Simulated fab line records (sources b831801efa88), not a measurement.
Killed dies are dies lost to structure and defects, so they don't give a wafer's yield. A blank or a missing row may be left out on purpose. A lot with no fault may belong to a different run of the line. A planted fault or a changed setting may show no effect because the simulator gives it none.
Matching of chambers || flow sky130 || SKY_VIA1_ETCH_15 on rie_diel-03: 4 sister chambers
The step etches SiO2 in C4F8/O2/Ar, stops on TiN, target depth 351 nm, time 54 s. 4 wafers are shown with their chamber, then 8 later ones without.

## WAFERS, EACH WITH ITS CHAMBER
{"wafer": "L075.1", "chamber": 1, "oes_product_au (a.u.)": 0.977}
{"wafer": "L080.5", "chamber": 2, "oes_product_au (a.u.)": 0.980}
{"wafer": "L080.6", "chamber": 3, "oes_product_au (a.u.)": 0.979}
{"wafer": "L090.2", "chamber": 0, "oes_product_au (a.u.)": 0.977}

## WAFERS WHOSE CHAMBER IS MISSING
{"wafer": "L090.3", "oes_product_au (a.u.)": 0.979}
{"wafer": "L090.5", "oes_product_au (a.u.)": 0.988}
{"wafer": "L093.2", "oes_product_au (a.u.)": 0.978}
{"wafer": "L093.3", "oes_product_au (a.u.)": 0.986}
{"wafer": "L093.4", "oes_product_au (a.u.)": 0.981}
{"wafer": "L095.1", "oes_product_au (a.u.)": 0.973}
{"wafer": "L095.3", "oes_product_au (a.u.)": 0.979}
{"wafer": "L095.5", "oes_product_au (a.u.)": 0.971}

## THE CHAMBER EACH PASSED THROUGH
{"wafer": "L090.3", "from the rows above": "can't be placed: 3 or 2 or 0 or 1", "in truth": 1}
{"wafer": "L090.5", "from the rows above": "can't be placed: 2 or 3 or 0 or 1", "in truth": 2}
{"wafer": "L093.2", "from the rows above": "can't be placed: 0 or 1 or 3 or 2", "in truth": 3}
{"wafer": "L093.3", "from the rows above": "can't be placed: 2 or 3 or 0 or 1", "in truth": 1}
{"wafer": "L093.4", "from the rows above": "can't be placed: 2 or 3 or 0 or 1", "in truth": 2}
{"wafer": "L095.1", "from the rows above": "can't be placed: 0 or 1 or 3 or 2", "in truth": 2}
{"wafer": "L095.3", "from the rows above": "can't be placed: 3 or 2 or 0 or 1", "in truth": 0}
{"wafer": "L095.5", "from the rows above": "can't be placed: 0 or 1 or 3 or 2", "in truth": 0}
Placed correctly: 0 of 8. Can't be placed from these rows: 8 (the true chamber is among the candidates in 8). Placed wrongly: 0.
How it was worked out, from the rows above alone: a wafer's distance from a chamber is the root of the sum, over the readings, of the square of ((its reading less the chamber's mean) divided by the reading's scatter). If the next closest chamber is less than 2 further off than the closest, the wafer can't be placed; otherwise it belongs to the closest. A chamber's mean is the mean of its shown wafers. The scatter (one wafer shown for each chamber): square how far every hidden wafer sits from the nearest shown wafer, average those squares and take the square root.
